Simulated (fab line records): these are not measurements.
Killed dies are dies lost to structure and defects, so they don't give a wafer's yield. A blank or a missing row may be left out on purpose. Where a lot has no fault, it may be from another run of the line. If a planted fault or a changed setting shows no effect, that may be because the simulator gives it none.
fab line records -- flow sky130 -- part 2 of 2: steps 44 to 44 of 44
record lots=6, wafers=18, last_day=50
route steps=708 shown VIA3@591 METAL4@598 CAP2M@603 PAD_OPEN@708
lots with no fault: from the same line, run without faults
start_h: hours from the record's opening day to when the first of the lot's shown wafers began -- wait_h: hours since the lot's step before -- " as in the row above -- L1.1+2: a row that stands for several wafers -- - value missing, or start not given -- * or withheld: withheld -- < > ~ a bound
route shown NAME@n: a module of which the file shows steps, and the number in the route of the first -- usual: mean and standard deviation over wafers with no fault -- same: alike in all rows -- chamber/n: place in a boat -- sites: per-site readings -- _std_site: standard deviation of those values -- _edge_site: mean of outer sites minus mean of inner sites -- radius_mm: for every site, how far away it sits from the centre of the wafer -- mask NAME#n: copy n -- behind: the most recent tool/chamber to have shaped the wafer -- hold: cause of the lot's hold/its duration in hours/its outcome -- device: the n, p or np transistor that did not switch -- end of line: tests run on the same wafers once the route is complete -- step lacking rows: just its recipe -- killed: dies that structure and defects cost at the first sort, which is not the same as the wafer's yield -- map: per-die view of a wafer (x killed, . not killed, _ where there is no die)
set.NAME: the setting the step ran with; set.NAME@STEP: the setting that earlier step ran with -- model.NAME: the simulator's own value behind a step, which no gauge read
lots at selected steps of the route; one table per step, one row per wafer
services: the hour from which a tool's chamber was out of use, counted from the record's first day as start_h (under 0 if before that day), plus the number of hours and why
## steps
# step SKY_PAD_OPEN_PROBE_99
# usual defect_limited_yield=82.1/2, killed_at_M0_to_M3=43/6.4, killed_at_M4_up=3.2/1.8, killed_at_contacts=25/5.5, killed_at_front_end=16/5.2, killed_at_other=0.3/0.49, killed_dies=88/10, killed_open=48/7, killed_short=40/7.1
# same gross_dies=492, killed_at_back_side=0
lot.wafer,tool,chamber,start_h,wait_h,defect_limited_yield[%],killed_at_M0_to_M3,killed_at_M4_up,killed_at_contacts,killed_at_front_end,killed_at_other,killed_dies,killed_open,killed_short,model.etest.tester.sort_n_pass,model.etest.tester.sort_yield_pct,model.etest.tester.sort_bin_5_pct,model.etest.cap_mim2.bv_v,model.etest.tester.sort_bin_4_pct,model.etest.cap_mim2.leak_log10_a_cm2,model.etest.cap_mim2.c_ff_um2,model.etest.tester.sort_bin_8_pct
L748.1,prober-01,-,1134.87,0.1,82.9,43,1,19,21,0,84,53,31,408,82.93,9.146,13.46,0,-8.793,2.404,0
L748.2,prober-01,-,1134.92,0.1,81.5,43,7,21,20,0,91,50,41,401,81.5,9.553,13.23,0,-8.74,2.44,0
L748.5,prober-01,-,1135.07,0.2,82.3,40,6,28,13,0,87,50,37,405,82.32,10.98,13.47,0,-8.774,2.374,0
L752.1,prober-01,-,1160.78,0.1,78.3,48,1,29,29,0,107,67,40,385,78.25,12.2,14.24,0,-8.955,2.307,0
L752.5,prober-01,-,1160.98,0.2,81.1,44,3,28,18,0,93,43,50,399,81.1,11.79,13.72,0,-9.068,2.307,0
L752.6,prober-01,-,1161.03,0.2,81.9,46,1,27,15,0,89,36,53,403,81.91,7.927,14.11,0,-8.865,2.315,0
L758.1,prober-02,-,1185.57,0.1,77.6,61,1,28,20,0,110,65,45,0,0,76.11,6.353,12.71,-4.278,4.935,8.74e-61
L758.2,prober-02,-,1185.62,0.1,83.3,40,3,26,12,1,82,47,35,410,83.33,9.756,13.96,0,-8.856,2.373,0
L758.6,prober-02,-,1185.82,0.2,82.9,34,4,27,19,0,84,43,41,0,0,88.39,6.578,4.493,-4.6,4.899,1.683e-56
L759.1,prober-01,-,1188.35,0.1,81.1,38,2,28,25,0,93,40,53,0,0,91.23,6.688,2.267,-4.663,4.941,8.439e-61
L759.4,prober-01,-,1188.50,0.2,81.9,39,5,34,11,0,89,50,39,403,81.91,10.37,14.32,0,-8.973,2.369,0
L759.6,prober-01,-,1188.60,0.2,81.9,43,6,24,16,0,89,50,39,0,0,90.73,6.747,1.55,-4.473,5.031,4.473e-64
L760.3,prober-02,-,1195.72,0.2,82.9,51,1,20,12,0,84,45,39,408,82.93,11.59,14.31,0,-8.987,2.336,0
L760.4,prober-02,-,1195.77,0.2,82.5,46,4,24,12,0,86,45,41,406,82.52,10.16,13.99,0,-8.949,2.339,0
L760.5,prober-02,-,1195.82,0.2,80.9,47,5,25,16,1,94,49,45,398,80.89,11.79,14,0,-8.989,2.285,0
L763.3,prober-02,-,1210.35,0.2,80.3,33,0,41,22,1,97,54,43,395,80.28,11.59,14.23,0,-8.909,2.322,0
L763.5,prober-02,-,1210.45,0.2,85.4,32,6,27,6,1,72,41,31,420,85.37,8.943,14.75,0,-9.067,2.309,0
L763.6,prober-02,-,1210.50,0.2,82.9,41,2,25,16,0,84,49,35,408,82.93,9.959,13.94,0,-8.985,2.35,0
# killed by level:class
L748.1 VIA2:geometric_particle:open=8 VIA3:geometric_particle:open=8 FIELD_ISO:geometric_particle:open=7 LI_CONTACT:geometric_particle:open=7 POLY_GATE:geometric_particle:open=6 CONTACT:geometric_particle:open=6 FIELD_ISO:geometric_particle:short=5 VIA1:geometric_particle:open=5
L748.2 VIA1:geometric_particle:open=13 CONTACT:geometric_particle:open=7 FIELD_ISO:geometric_particle:short=7 METAL2:geometric_particle:short=7 FIELD_ISO:geometric_particle:open=6 VIA2:geometric_particle:open=5 LI_CONTACT:geometric_particle:open=5 METAL1:geometric_particle:short=5
L748.5 CONTACT:geometric_particle:open=14 VIA1:geometric_particle:open=8 METAL2:geometric_particle:short=7 LI_CONTACT:geometric_particle:open=6 FIELD_ISO:geometric_particle:open=5 METAL4:geometric_particle:short=5 CONTACT:geometric_particle:short=5 VIA1:geometric_particle:short=5
L752.1 CONTACT:geometric_particle:open=13 VIA1:geometric_particle:open=13 FIELD_ISO:geometric_particle:open=10 FIELD_ISO:geometric_particle:short=9 VIA3:geometric_particle:open=9 VIA2:geometric_particle:open=8 POLY_GATE:geometric_particle:short=6 LI_CONTACT:geometric_particle:open=5
L752.5 CONTACT:geometric_particle:short=11 VIA1:geometric_particle:open=9 VIA2:geometric_particle:open=7 CONTACT:geometric_particle:open=6 VIA3:geometric_particle:open=6 VIA3:geometric_particle:short=5 VIA1:geometric_particle:short=5 METAL2:geometric_particle:short=5
L752.6 VIA1:geometric_particle:open=11 LI_CONTACT:geometric_particle:short=6 LI_CONTACT:geometric_particle:open=6 VIA1:geometric_particle:short=6 FIELD_ISO:geometric_particle:short=5 POLY_GATE:geometric_particle:short=5 CONTACT:geometric_particle:open=5 CONTACT:geometric_particle:short=5
L758.1 VIA2:geometric_particle:open=19 METAL1:geometric_particle:short=11 LOCAL_INTERCONNECT:geometric_particle:short=7 VIA3:geometric_particle:open=7 FIELD_ISO:geometric_particle:open=6 LI_CONTACT:geometric_particle:open=6 VIA1:geometric_particle:open=6 VIA1:geometric_particle:short=5
L758.2 CONTACT:geometric_particle:open=11 VIA3:geometric_particle:open=9 CONTACT:geometric_particle:short=7 VIA2:geometric_particle:open=7 VIA1:geometric_particle:open=5 LI_CONTACT:geometric_particle:open=5 METAL3:geometric_particle:short=5 FIELD_ISO:geometric_particle:open=4
L758.6 CONTACT:geometric_particle:open=11 LI_CONTACT:geometric_particle:open=7 VIA2:geometric_particle:open=7 POLY_GATE:geometric_particle:short=5 CONTACT:geometric_particle:short=5 VIA1:geometric_particle:open=5 FIELD_ISO:geometric_particle:short=4 VIA3:geometric_particle:short=4
L759.1 POLY_GATE:geometric_particle:short=9 LI_CONTACT:geometric_particle:open=8 METAL1:geometric_particle:short=8 LI_CONTACT:geometric_particle:short=7 VIA1:geometric_particle:open=7 VIA2:geometric_particle:open=7 POLY_GATE:geometric_particle:open=5 LOCAL_INTERCONNECT:geometric_particle:short=5
L759.4 CONTACT:geometric_particle:open=11 METAL1:geometric_particle:short=8 LI_CONTACT:geometric_particle:open=7 VIA1:geometric_particle:open=6 VIA2:geometric_particle:open=6 VIA3:geometric_particle:open=6 LOCAL_INTERCONNECT:geometric_particle:short=5 CONTACT:geometric_particle:short=5
L759.6 LI_CONTACT:geometric_particle:open=9 VIA1:geometric_particle:open=9 METAL1:geometric_particle:short=8 VIA2:geometric_particle:open=7 POLY_GATE:geometric_particle:open=5 FIELD_ISO:geometric_particle:short=4 FIELD_ISO:geometric_particle:open=4 LI_CONTACT:geometric_particle:short=4
L760.3 VIA1:geometric_particle:open=13 VIA2:geometric_particle:open=10 VIA3:geometric_particle:open=8 CONTACT:geometric_particle:open=6 LOCAL_INTERCONNECT:geometric_particle:short=5 VIA1:geometric_particle:short=5 LI_CONTACT:geometric_particle:short=4 METAL2:geometric_particle:short=4
L760.4 CONTACT:geometric_particle:open=9 VIA1:geometric_particle:short=8 VIA3:geometric_particle:open=8 FIELD_ISO:geometric_particle:short=5 LI_CONTACT:geometric_particle:short=5 METAL1:geometric_particle:short=5 VIA1:geometric_particle:open=5 VIA2:geometric_particle:open=5
L760.5 VIA1:geometric_particle:open=13 CONTACT:geometric_particle:open=10 METAL2:geometric_particle:short=8 VIA2:geometric_particle:short=8 METAL1:geometric_particle:short=7 LI_CONTACT:geometric_particle:open=6 CONTACT:geometric_particle:short=5 VIA2:geometric_particle:open=5
L763.3 CONTACT:geometric_particle:open=14 FIELD_ISO:geometric_particle:open=10 LI_CONTACT:geometric_particle:open=10 CONTACT:geometric_particle:short=8 VIA1:geometric_particle:open=7 VIA3:geometric_particle:open=7 FIELD_ISO:geometric_particle:short=5 LOCAL_INTERCONNECT:geometric_particle:short=5
L763.5 CONTACT:geometric_particle:open=10 LI_CONTACT:geometric_particle:open=10 VIA3:geometric_particle:open=8 METAL2:geometric_particle:short=7 METAL4:geometric_particle:short=6 VIA1:geometric_particle:open=4 VIA2:geometric_particle:open=4 METAL3:geometric_particle:short=4
L763.6 CONTACT:geometric_particle:open=13 VIA1:geometric_particle:open=7 VIA3:geometric_particle:open=7 METAL2:geometric_particle:short=6 FIELD_ISO:geometric_particle:short=5 VIA2:geometric_particle:open=5 VIA1:geometric_particle:short=5 FIELD_ISO:geometric_particle:open=4
## services
tool,chamber,start_h,hours,kind
rie_diel-04,2,980.28,8.7,repair
cmp-01,-,982.20,3.0,repair
pecvd-04,-,985.13,2.8,pm
pecvd-01,1,990.12,14.2,repair
cmp-01,-,992.88,0.6,repair
pvd_sputter-03,-,996.23,3.2,repair
cvd_w-01,1,1000.32,14.1,repair
rie_diel-04,2,1005.42,19.4,repair
rie_diel-02,-,1012.88,0.4,repair
rie_diel-02,-,1022.43,0.6,repair
pvd_sputter-03,-,1031.74,4.6,repair
cvd_w-02,0,1054.01,8.8,repair
cmp-01,-,1056.13,1.8,repair
rie_metal-03,-,1061.44,1.4,pm
pvd_sputter-01,-,1062.45,3.2,repair
pvd_sputter-03,-,1066.05,5.7,repair
cmp-02,-,1084.61,4.0,pm
pecvd-04,2,1092.21,5.0,repair
pvd_sputter-03,-,1107.05,1.1,repair
pecvd-01,-,1112.87,1.3,repair
cvd_w-02,-,1114.06,0.8,repair
cmp-01,-,1123.82,0.5,repair
pvd_sputter-03,-,1125.57,0.8,repair
pvd_sputter-03,-,1131.26,2.5,repair
## key
first_sign step=SKY_CAP2M_THK_MEAS_01, reading=CAP2M_CVD_00_THK, direction=down, sigmas=37, usual=15.47, struck=7.33
effect step=SKY_METAL4_ETCH_17, reading=oes_product_au, direction=down, sigmas=27, usual=0.754, struck=0.552
model_effect step=SKY_CAP2M_CVD_00, value=SiO2_of_CAP2M_CVD_00.thk_nm, without=15.54, struck=7.329
model_effect step=SKY_METAL4_ETCH_17, value=etch.depth_nm, without=15.54, struck=7.329
model_effect step=SKY_PAD_OPEN_PROBE_99, value=etest.tester.sort_n_pass, without=398, struck=0
met_at SKY_CAP2M_CVD_00
struck_wafers L758.1,L758.6,L759.1,L759.6
onset_between 1025.01 1059.00
fault kind=process_parameter_drift, tool=pecvd-04, chamber=-, onset_h=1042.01, steps=SKY_CAP2M_CVD_00, channel=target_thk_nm, offset=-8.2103, shape=step, end_h=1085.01, scope=struck_wafers_only, acts_in=these_recipes_only, stated=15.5
